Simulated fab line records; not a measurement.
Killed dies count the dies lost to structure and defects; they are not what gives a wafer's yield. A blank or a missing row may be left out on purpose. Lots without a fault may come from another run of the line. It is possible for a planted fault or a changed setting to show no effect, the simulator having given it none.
Commonality check across tools | flow sky130 | 13 lots and 39 wafers in the sample

## REASON FOR OPENING
At SKY_VT_ADJUST_LVTN_TW_MEAS_10 the reading VT_ADJUST_LVTN_TW is flagged on 2 of 13 lots. Wafers without a fault read 238.1, standard deviation 1.5.
Rule: a lot is flagged when every wafer of it that has a number lies more than 4 standard deviations from that mean, or none has a number. The rest of the lots are taken to be sound.

lot  | measured     | on            | VT_ADJUST_LVTN_TW, wafer by wafer | flag
L162 | day 6 23:51  | film_metro-03 | 235.3 236.2 236.0                 |
L163 | day 7 06:23  | film_metro-01 | 238.1 239.0 239.5                 |
L164 | day 7 10:45  | film_metro-04 | 239.0 239.5 239.4                 |
L165 | day 8 01:17  | film_metro-01 | 238.3 239.4 238.5                 |
L166 | day 8 05:26  | film_metro-04 | 239.2 240.6 240.1                 |
L169 | day 9 02:45  | film_metro-01 | 239.7 239.2 238.7                 |
L171 | day 9 06:56  | film_metro-04 | 239.0 239.4 238.3                 |
L176 | day 10 13:52 | film_metro-03 | 221.2 221.7 222.1                 | FLAGGED
L177 | day 10 21:41 | film_metro-03 | 221.5 219.7 220.1                 | FLAGGED
L180 | day 12 01:22 | film_metro-03 | 237.1 238.2 239.0                 |
L183 | day 12 20:17 | film_metro-03 | 237.8 237.5 238.5                 |
L184 | day 13 02:56 | film_metro-04 | 238.0 236.8 237.8                 |
L185 | day 13 05:59 | film_metro-03 | 236.6 236.6 237.7                 |
On average the flagged lots' numbers are 221.0, which is -17.1 against the usual, or -11 standard deviations.

## WHICH TOOL EACH LOT WENT THROUGH
The record holds 1 process step before the reading, out of a route of 708 steps. Cell contents, in order: the tool; ch with the chambers the sampled wafers went through; the start.
lot  | flag    | SKY_VT_ADJUST_LVTN_IMPLANT_08
L162 |         | implanter-02 ch 0, day 6 23:37
L163 |         | implanter-03 ch 0, day 7 06:08
L164 |         | implanter-03 ch 0, day 7 10:31
L165 |         | implanter-04 ch 0, day 8 01:02
L166 |         | implanter-04 ch 0, day 8 05:11
L169 |         | implanter-02 ch 0, day 9 02:31
L171 |         | implanter-02 ch 0, day 9 06:43
L176 | FLAGGED | implanter-02 ch 0, day 10 13:37
L177 | FLAGGED | implanter-02 ch 0, day 10 21:26
L180 |         | implanter-03 ch 0, day 12 01:07
L183 |         | implanter-04 ch 0, day 12 20:02
L184 |         | implanter-03 ch 0, day 13 02:41
L185 |         | implanter-04 ch 0, day 13 05:44
What these steps do:
- SKY_VT_ADJUST_LVTN_IMPLANT_08
- SKY_VT_ADJUST_LVTN_TW_MEAS_10

## FLAGGED OVER TOTAL, TOOL BY TOOL (the gauges that took the reading come last)
step                          | tool          | lots run | flagged | share of the flagged lots | sound lots run after its first flagged lot
SKY_VT_ADJUST_LVTN_IMPLANT_08 | implanter-02  | 5        | 2       | all                       | 0
SKY_VT_ADJUST_LVTN_IMPLANT_08 | implanter-03  | 4        | 0       | none                      | -
SKY_VT_ADJUST_LVTN_IMPLANT_08 | implanter-04  | 4        | 0       | none                      | -
SKY_VT_ADJUST_LVTN_TW_MEAS_10 | film_metro-01 | 3        | 0       | none                      | -
SKY_VT_ADJUST_LVTN_TW_MEAS_10 | film_metro-03 | 6        | 2       | all                       | 3 (L180,L183,L185)
SKY_VT_ADJUST_LVTN_TW_MEAS_10 | film_metro-04 | 4        | 0       | none                      | -

## WHAT THE TABLE PERMITS
Every flagged lot went through 2 rows of the table: implanter-02 at SKY_VT_ADJUST_LVTN_IMPLANT_08 and film_metro-03 at SKY_VT_ADJUST_LVTN_TW_MEAS_10.
- implanter-02 at SKY_VT_ADJUST_LVTN_IMPLANT_08 ran 5 lots, 2 of them flagged. Its last sound lot is L171 (day 9 06:43), its first flagged lot L176 (day 10 13:37): a fault that began between those two fits. Its own readings lie more than 4 standard deviations out on every wafer of the flagged lots: dose_ions_cm2, faraday_current_uA.
- film_metro-03 at SKY_VT_ADJUST_LVTN_TW_MEAS_10 ran 6 lots, 2 of them flagged. Lots that were sound ran on it after the first flagged one (L180, L183, L185); a persistent fault on the entire tool would not allow that.
What remains is a single tool, implanter-02 at SKY_VT_ADJUST_LVTN_IMPLANT_08.

## WHAT THE SIMULATOR HAD INSERTED
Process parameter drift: implanter-02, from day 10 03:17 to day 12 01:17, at SKY_VT_ADJUST_LVTN_IMPLANT_08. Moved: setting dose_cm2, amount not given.
Struck lots among those shown: L176, L177. This agrees with what the rule above found.
